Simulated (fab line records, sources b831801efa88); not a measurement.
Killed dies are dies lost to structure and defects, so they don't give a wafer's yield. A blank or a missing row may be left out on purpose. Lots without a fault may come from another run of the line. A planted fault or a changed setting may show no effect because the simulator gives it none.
A struck lot beside a sound one | flow sky130 | 22 steps out of a route of 708
Sound: wafers L379.1, L379.3, L379.4. Struck: wafers L380.3, L380.4, L380.6. The cause comes at the end.
At each step with rows: each side's tool, then ch and its chambers, then its first start. Under that, the readings that differ: sound wafers | struck wafers | difference of the means | sigmas: that difference in standard deviations of wafers without a fault.
alike: readings whose means differ by less than 2 such deviations, and words and numbers that are the same on both sides. not compared: withheld readings, readings that some wafer has no value for, bounds like >300 that may hide the same value, and numbers for which the record gives no deviation and whose values overlap.
The two part at a step that has a row with sigmas, a row that says differs or no value, or rows on one side only. Numbers that don't overlap but have no deviation are shown without sigmas and don't part them. A reading that every wafer of one side lacks parts them only if that side has two wafers or more.

SKY_VIA4_RS_MEAS_19: measures by four-point-probe.
  sound on film_metro-02, day 45 08:51; struck on film_metro-03, day 45 11:01
  alike: VIA4_W_RS
SKY_VIA4_THK_MEAS_20: measures by xrf.
  sound on film_metro-02, day 45 08:58; struck on film_metro-03, day 45 11:07
  alike: VIA4_W_THK
SKY_VIA4_CMP_21: polishes, stops on SiO2, t overpolish 25 s, target thk 0 nm.
  sound on cmp-02 ch 0,2,3, day 45 09:02; struck on cmp-01 ch 2,3, day 45 11:10
  alike: head_pressure_psi, motor_current_A, overpolish_run_s, slurry_flow_ml_min, time_to_endpoint_s
SKY_METAL5_SPUTTER_00: material Ti, target thk 15 nm, time 10 s.
  sound on pvd_sputter-04, day 45 09:20; struck on pvd_sputter-01, day 45 11:28
  alike: cathode_dc_power_W, throttle_valve_pct
SKY_METAL5_SPUTTER_01: material TiN, target thk 20 nm, time 16.7 s.
  sound on pvd_sputter-04, day 45 09:22; struck on pvd_sputter-01, day 45 11:29
  reading                | sound                | struck               | difference | sigmas
  cathode_dc_power_W (W) | 6498.0 6497.4 6496.3 | 6500.7 6499.2 6502.1 | +3.4       | +3
  alike: throttle_valve_pct
SKY_METAL5_SPUTTER_02: material AlCu, target thk 1150 nm, time 59.31 s.
  sound on pvd_sputter-04, day 45 09:23; struck on pvd_sputter-01, day 45 11:31
  alike: cathode_dc_power_W, throttle_valve_pct
then, 1 step without rows for these wafers: SKY_METAL5_SPUTTER_03 (material Ti, target thk 5 nm, time 3.3 s).
SKY_METAL5_SPUTTER_04: material TiN, target thk 70 nm, time 58.3 s.
  sound on pvd_sputter-04, day 45 09:27; struck on pvd_sputter-01, day 45 11:35
  alike: cathode_dc_power_W, throttle_valve_pct
SKY_METAL5_RS_MEAS_05: measures by four-point-probe.
  sound on film_metro-03, day 45 09:30; struck on film_metro-01, day 45 11:40
  alike: METAL5_ALCU_RS
SKY_METAL5_THK_MEAS_06: measures by xrf.
  sound on film_metro-03, day 45 09:37; struck on film_metro-01, day 45 11:46
  alike: METAL5_ALCU_THK
then, 2 steps without rows for these wafers: SKY_METAL5_DEHYDRATE_07 (time 60 s); SKY_METAL5_HMDS_08 (prime time 60 s).
SKY_METAL5_COAT_09: resist thk 1800 nm.
  sound on litho_track-04 ch 0, day 45 19:25; struck on litho_track-01 ch 0, day 45 22:49
  reading                                     | sound          | struck         | difference | sigmas
  model.NOVOLAK_of_METAL5_COAT_09.thk_nm (nm) | 1805 1805 1802 | 2295 2300 2291 | +491       |
  alike: resist_line_temp_C
then, 4 steps without rows for these wafers: SKY_METAL5_SOFTBAKE_10 (time 60 s); SKY_METAL5_EXPOSE_11 (exposes mask MM5, target cd 1600 nm); SKY_METAL5_PEB_12; SKY_METAL5_DEVELOP_13 (develop time 60 s).
SKY_METAL5_DESCUM_14: chemistry O2, time 11 s.
  sound on rie_metal-04 ch 0,1, day 46 06:22; struck on rie_metal-03 ch 0,1, day 46 08:47
  reading                     | sound          | struck         | difference | sigmas
  drypump_motor_current_A (A) | 6.07 6.09 5.67 | 5.35 5.13 5.14 | -0.74      | -2
  model.METAL5.cd_nm (nm)     | 1598 1597 1598 | 1636 1635 1636 | +38        |
  alike: he_backside_leak_sccm, oes_product_au
  not compared: rf_hours_counter_h
SKY_METAL5_METAL_ETCH_15: etches the open film in Cl2/BCl3, stops on SiO2, target depth 1260 nm, time 252 s.
  sound on rie_metal-04 ch 0,1, day 46 06:25; struck on rie_metal-03 ch 0,1, day 46 08:53
  reading                                     | sound          | struck         | difference | sigmas
  drypump_motor_current_A (A)                 | 6.06 6.06 5.69 | 5.41 5.13 5.14 | -0.71      | -2
  model.NOVOLAK_of_METAL5_COAT_09.thk_nm (nm) | 1041 1033 1038 | 1532 1538 1531 | +496       |
  model.METAL5.cd_nm (nm)                     | 1597 1592 1594 | 1635 1635 1632 | +40        |
  alike: he_backside_leak_sccm, oes_product_au, throttle_valve_pct
  not compared: rf_hours_counter_h
SKY_METAL5_STRIP_16: strips in O2/N2.
  sound on plasma_asher-01 ch 0,1, day 46 06:38; struck on plasma_asher-03 ch 0,1, day 46 09:04
  reading                      | sound             | struck            | difference | sigmas
  strip_time_to_endpoint_s (s) | 13.16 13.06 13.11 | 18.69 18.75 18.67 | +5.59      | +59
  alike: drypump_motor_current_A, oes_product_au
  not compared: rf_hours_counter_h
then, 1 step without rows for these wafers: SKY_METAL5_STRIP_17 (strips in post etch residue remover, time 1200 s).
SKY_PAD_OPEN_PROBE_99:
  sound on prober-01, day 48 01:58; struck on prober-02, day 48 05:22
  reading                        | sound                  | struck                | difference | sigmas
  model.etest.met5.width_nm (nm) | 1601 1592 1592         | 1635 1638 1636        | +41        |
  model.etest.met5.line_ohm_um   | 0.01763 0.01784 0.0177 | 0.01709 0.017 0.01676 | -0.00077   |
  alike: defect_limited_yield, killed_at_M0_to_M3, killed_at_M4_up, killed_at_contacts, killed_at_front_end, killed_at_other, killed_dies, killed_open, killed_short, sort_bin_3_pad_short, sort_bin_5_function, sort_bin_6_memory, sort_n_pass, sort_yield_pct

WHERE THEY PART
First at SKY_METAL5_SPUTTER_01; last, within this record, at SKY_METAL5_STRIP_16. Later steps at which nothing parts them and some readings are alike: SKY_PAD_OPEN_PROBE_99.

WHY: what the simulator had put in
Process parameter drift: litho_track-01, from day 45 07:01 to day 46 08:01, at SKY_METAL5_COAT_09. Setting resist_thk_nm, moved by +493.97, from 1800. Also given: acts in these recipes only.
